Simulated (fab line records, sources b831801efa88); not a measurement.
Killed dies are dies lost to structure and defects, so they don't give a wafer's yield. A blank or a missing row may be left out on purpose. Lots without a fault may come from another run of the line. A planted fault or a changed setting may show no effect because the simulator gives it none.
One fault seen from 2 desks | flow gf180mcu | each desk has only its own numbers; what lay behind them comes last

THE TOOL OWNER'S DESK: implanter-01
The tool's own readings at GF_NWELL_IMPLANT_08: means of the sampled wafers that have a number, for each lot that ran on this tool. A lot is out of limits, marked OUT, if its mean lies more than 4 standard deviations from the usual mean; the brackets give that distance.
Columns: A = dose_ions_cm2 at GF_NWELL_IMPLANT_08, usual 1.4999e+13; B = faraday_current_uA at GF_NWELL_IMPLANT_08, usual 84.3
lot  | first seen here | A                            | B
L447 | day 3 12:26     | 1.4977e+13                   | 86.0
L449 | day 4 00:22     | 1.5007e+13                   | 85.8
L452 | day 4 15:34     | 2.2109e+13 (+99 or more) OUT | 123.1 (+23) OUT
L455 | day 5 08:19     | 2.2104e+13 (+99 or more) OUT | 122.3 (+22) OUT
L468 | day 8 09:10     | 1.5002e+13                   | 84.1
L469 | day 8 15:21     | 1.5012e+13                   | 84.5
This desk's finding: out of limits on L452, L455; first on L452, day 4 15:34 (dose_ions_cm2 at GF_NWELL_IMPLANT_08). In limits: L447, L449, L468, L469.

THE METROLOGY DESK
What the gauges read, lot by lot, whatever tool the lot ran on: means of the sampled wafers that have a number. A lot is out of limits, marked OUT, if its mean lies more than 4 standard deviations from the usual mean; the brackets give that distance.
Columns: A = STI_OXIDATION_THK at GF_STI_THK_MEAS_02, usual 10.03 nm; B = NWELL_TW at GF_NWELL_TW_MEAS_11, usual 1578; C = VT_IMPLANT_01_OVL at GF_VT_IMPLANT_OVL_MEAS_18, usual 0.2 nm; D = NWELL_RS at GF_VT_IMPLANT_RS_MEAS_47, usual 487.9 ohm/sq
lot  | first seen here | A     | B              | C    | D
L446 | day 1 12:38     | 10.00 | 1583           | 0.3  | 486.7
L447 | day 1 17:20     | 10.02 | 1576           | -1.7 | 487.2
L448 | day 1 21:38     | 9.90  | 1556           | 0.8  | 487.8
L449 | day 2 02:31     | 10.05 | 1559           | -0.4 | 488.0
L452 | day 2 17:31     | 10.04 | 1769 (+15) OUT | 0.1  | 398.8 (-81) OUT
L455 | day 3 08:47     | 9.87  | 1758 (+14) OUT | 1.8  | 400.4 (-80) OUT
L458 | day 4 00:24     | 10.13 | 1599           | 0.1  | 489.4
L461 | day 4 14:31     | 10.31 | 1564           | 1.1  | 489.3
L462 | day 4 19:32     | 10.23 | 1595           | 2.5  | 486.9
L465 | day 5 10:43     | 10.21 | 1554           | 0.4  | 488.2
L468 | day 6 01:35     | 10.15 | 1587           | -0.9 | 487.5
L469 | day 6 06:31     | 10.01 | 1567           | -0.4 | 489.3
This desk's finding: out of limits on L452, L455; first on L452, day 4 15:58 (NWELL_TW at GF_NWELL_TW_MEAS_11). In limits: L446, L447, L448, L449, L458, L461, L462, L465, L468, L469.

PUT TOGETHER
The tool owner's desk could have raised an alarm at day 4 15:34, on L452, L455.
The metrology desk could have raised an alarm at day 4 15:58, on L452, L455.
Of the lots named, all ran GF_NWELL_IMPLANT_08 on implanter-01.

WHAT THE SIMULATOR HAD PUT IN
Process parameter drift: implanter-01, from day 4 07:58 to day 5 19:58, at GF_NWELL_IMPLANT_08. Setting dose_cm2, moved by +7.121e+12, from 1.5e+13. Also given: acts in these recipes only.
Lots struck among those shown: L452, L455.
Hours from the fault's start to each desk's first reading out of limits: the tool owner's desk, 8; the metrology desk, 8.
